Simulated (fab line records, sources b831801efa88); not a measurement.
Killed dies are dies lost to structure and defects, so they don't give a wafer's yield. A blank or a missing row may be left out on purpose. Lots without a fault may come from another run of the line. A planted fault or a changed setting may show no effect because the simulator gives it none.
Which tool did it? | flow sky130 | 12 lots, 36 wafers sampled, at 5 steps of a route of 708

WHAT THE GAUGES READ, wafer by wafer
SKY_NWELL_OVL_MEAS_23. Usual: NWELL_01_OVL -0.8 nm, standard deviation 1.1.
lot  | measured     | on         | NWELL_01_OVL (nm) | flag
L145 | day 5 18:16  | overlay-02 | 1.0 0.4 1.2       |
L149 | day 6 10:48  | overlay-01 | -0.9 -1.6 0.2     |
L150 | day 6 15:35  | overlay-02 | -0.3 -0.4 -1.3    |
L156 | day 8 07:15  | overlay-01 | -1.8 -1.7 -1.1    |
L158 | day 8 18:19  | overlay-02 | -0.9 -1.9 -0.3    |
L159 | day 9 01:37  | overlay-02 | -0.6 0.6 0.2      |
L160 | day 9 06:21  | overlay-01 | 0.1 -1.2 -0.6     |
L161 | day 9 14:52  | overlay-02 | -1.0 -1.1 -0.9    |
L162 | day 9 19:55  | overlay-02 | 0.9 0.5 -1.2      |
L163 | day 10 01:34 | overlay-01 | -0.2 0.3 -0.1     |
L164 | day 10 07:37 | overlay-01 | -2.8 -2.6 -1.4    |
L165 | day 10 16:24 | overlay-02 | -1.2 1.1 -1.2     |

SKY_VT_ADJUST_LVTN_TW_MEAS_21. Usual: VT_ADJUST_LVTN_2_TW 189.6, standard deviation 1.3.
lot  | measured     | on            | VT_ADJUST_LVTN_2_TW | flag
L145 | day 8 05:16  | film_metro-02 | 190.5 190.5 189.7   |
L149 | day 8 23:14  | film_metro-03 | 157.9 158.6 158.1   | OFF
L150 | day 9 04:47  | film_metro-02 | 160.2 158.8 159.2   | OFF
L156 | day 11 03:56 | film_metro-02 | 190.2 189.8 192.2   |
L158 | day 11 15:37 | film_metro-02 | 190.6 190.3 190.6   |
L159 | day 11 23:25 | film_metro-02 | 190.3 191.3 191.2   |
L160 | day 12 04:37 | film_metro-04 | 190.5 190.5 190.7   |
L161 | day 12 14:14 | film_metro-03 | 188.0 188.1 188.4   |
L162 | day 12 18:28 | film_metro-02 | 189.5 189.1 190.2   |
L163 | day 13 01:43 | film_metro-03 | 187.3 186.9 187.8   |
L164 | day 13 09:41 | film_metro-02 | 192.0 190.6 191.3   |
L165 | day 13 20:07 | film_metro-04 | 188.1 189.4 188.3   |

WHICH TOOL RAN EACH LOT (tool, then ch and the chambers of the sampled wafers, then the start)
lot  | SKY_NWELL_STRIP_25                   | SKY_VT_ADJUST_HVTP_STRIP_10          | SKY_VT_ADJUST_LVTN_IMPLANT_19
L145 | plasma_asher-01 ch 0, day 5 18:26    | plasma_asher-04 ch 0, day 6 14:00    | implanter-02 ch 0, day 8 05:02
L149 | plasma_asher-01 ch 0,1, day 6 10:59  | plasma_asher-01 ch 0,1, day 7 06:56  | implanter-01 ch 0, day 8 22:59
L150 | plasma_asher-03 ch 0,1, day 6 15:47  | plasma_asher-01 ch 0,1, day 7 11:50  | implanter-01 ch 0, day 9 04:32
L156 | plasma_asher-04 ch 0,1, day 8 07:26  | plasma_asher-02 ch 0,1, day 9 05:40  | implanter-03 ch 0, day 11 03:41
L158 | plasma_asher-03 ch 0,1, day 8 18:31  | plasma_asher-01 ch 0,1, day 9 16:28  | implanter-02 ch 0, day 11 15:23
L159 | plasma_asher-01 ch 0,1, day 9 01:48  | plasma_asher-02 ch 0,1, day 10 00:16 | implanter-03 ch 0, day 11 23:11
L160 | plasma_asher-01 ch 0,1, day 9 06:32  | plasma_asher-04 ch 0,1, day 10 05:19 | implanter-01 ch 0, day 12 04:23
L161 | plasma_asher-03 ch 0,1, day 9 15:04  | plasma_asher-01 ch 0,1, day 10 14:58 | implanter-03 ch 0, day 12 14:02
L162 | plasma_asher-04 ch 0,1, day 9 20:08  | plasma_asher-02 ch 0,1, day 10 19:17 | implanter-01 ch 0, day 12 18:14
L163 | plasma_asher-03 ch 0,1, day 10 01:47 | plasma_asher-02 ch 0,1, day 11 01:31 | implanter-01 ch 0, day 13 01:30
L164 | plasma_asher-03 ch 0,1, day 10 07:47 | plasma_asher-02 ch 0, day 11 08:13   | implanter-02 ch 0, day 13 09:27
L165 | plasma_asher-04 ch 0,1, day 10 16:35 | plasma_asher-01 ch 1, day 11 17:07   | implanter-01 ch 0, day 13 19:53
- SKY_NWELL_STRIP_25: strips in O2/N2.
- SKY_VT_ADJUST_HVTP_STRIP_10: strips in O2/N2.
- SKY_VT_ADJUST_LVTN_IMPLANT_19

WHAT THE TOOLS THEMSELVES READ (means of the sampled wafers that have a number; where no wafer has one, the mark that the record gives instead)
SKY_NWELL_STRIP_25. Usual: drypump_motor_current_A 5.46 A, standard deviation 0.27; oes_product_au 0.722 a.u., standard deviation 0.0044; strip_time_to_endpoint_s 36.93 s, standard deviation 0.11.
lot  | tool            | drypump_motor_current_A (A) | oes_product_au (a.u.) | strip_time_to_endpoint_s (s) | flag
L145 | plasma_asher-01 | 5.08                        | 0.721                 | 36.92                        |
L149 | plasma_asher-01 | 5.10                        | 0.725                 | 36.78                        |
L150 | plasma_asher-03 | 5.68                        | 0.721                 | 37.06                        |
L156 | plasma_asher-04 | 5.62                        | 0.721                 | 37.16                        |
L158 | plasma_asher-03 | 5.55                        | 0.724                 | 36.99                        |
L159 | plasma_asher-01 | 5.13                        | 0.718                 | 36.94                        |
L160 | plasma_asher-01 | 5.14                        | 0.725                 | 36.96                        |
L161 | plasma_asher-03 | 5.67                        | 0.722                 | 37.00                        |
L162 | plasma_asher-04 | 5.67                        | 0.720                 | 36.99                        |
L163 | plasma_asher-03 | 5.54                        | 0.723                 | 36.93                        |
L164 | plasma_asher-03 | 5.67                        | 0.726                 | 36.75                        |
L165 | plasma_asher-04 | 5.67                        | 0.727                 | 37.03                        |

SKY_VT_ADJUST_HVTP_STRIP_10. Usual: drypump_motor_current_A 5.5 A, standard deviation 0.38; oes_product_au 0.716 a.u., standard deviation 0.0047; strip_time_to_endpoint_s 14.18 s, standard deviation 0.039.
lot  | tool            | drypump_motor_current_A (A) | oes_product_au (a.u.) | strip_time_to_endpoint_s (s) | flag
L145 | plasma_asher-04 | 5.7                         | 0.719                 | 14.22                        |
L149 | plasma_asher-01 | 5.1                         | 0.711                 | 14.21                        |
L150 | plasma_asher-01 | 5.1                         | 0.716                 | 14.18                        |
L156 | plasma_asher-02 | 6.0                         | 0.716                 | 14.21                        |
L158 | plasma_asher-01 | 5.2                         | 0.718                 | 14.19                        |
L159 | plasma_asher-02 | 5.9                         | 0.718                 | 14.13                        |
L160 | plasma_asher-04 | 5.7                         | 0.711                 | 14.14                        |
L161 | plasma_asher-01 | 5.1                         | 0.715                 | 14.15                        |
L162 | plasma_asher-02 | 6.0                         | 0.716                 | 14.12                        |
L163 | plasma_asher-02 | 6.0                         | 0.715                 | 14.14                        |
L164 | plasma_asher-02 | 5.7                         | 0.714                 | 14.16                        |
L165 | plasma_asher-01 | 5.2                         | 0.716                 | 14.17                        |

SKY_VT_ADJUST_LVTN_IMPLANT_19. Usual: dose_ions_cm2 6.501e+11, standard deviation 7.5e+08; faraday_current_uA 3.67, standard deviation 0.079.
lot  | tool         | dose_ions_cm2 | faraday_current_uA | flag
L145 | implanter-02 | 6.493e+11     | 3.60               |
L149 | implanter-01 | 3.402e+11     | 1.91               | OFF
L150 | implanter-01 | 3.406e+11     | 1.90               | OFF
L156 | implanter-03 | 6.509e+11     | 3.64               |
L158 | implanter-02 | 6.499e+11     | 3.63               |
L159 | implanter-03 | 6.508e+11     | 3.67               |
L160 | implanter-01 | 6.498e+11     | 3.65               |
L161 | implanter-03 | 6.501e+11     | 3.76               |
L162 | implanter-01 | 6.499e+11     | 3.64               |
L163 | implanter-01 | 6.503e+11     | 3.67               |
L164 | implanter-02 | 6.507e+11     | 3.64               |
L165 | implanter-01 | 6.500e+11     | 3.74               |

THE ANSWER, worked out from the rows above alone
Rule: a lot is off if the mean of its wafers that have a number lies more than 3 standard deviations from the usual mean. A lot without any number at a reading at which 4 lots or more have one is off too. The other lots that the step has rows for count as sound. The gauges are gone through in route order, then the tools' own readings, and for those a lot's mean is taken as printed above. The first step at which some lot is off is used, and at that step the reading that is off furthest; a lot without a number counts as furthest.
Off: L149, L150, at SKY_VT_ADJUST_LVTN_TW_MEAS_21 (VT_ADJUST_LVTN_2_TW).
A tool fits if, at a process step before that reading, it ran every lot that is off, and no sound lot after the first of them. The gauges at SKY_VT_ADJUST_LVTN_TW_MEAS_21 aren't tried: what is off there is off at SKY_VT_ADJUST_LVTN_IMPLANT_19 too, on other tools, and a gauge's error can't cause that. None of those tried fits.

WHAT THE SIMULATOR HAD PUT IN
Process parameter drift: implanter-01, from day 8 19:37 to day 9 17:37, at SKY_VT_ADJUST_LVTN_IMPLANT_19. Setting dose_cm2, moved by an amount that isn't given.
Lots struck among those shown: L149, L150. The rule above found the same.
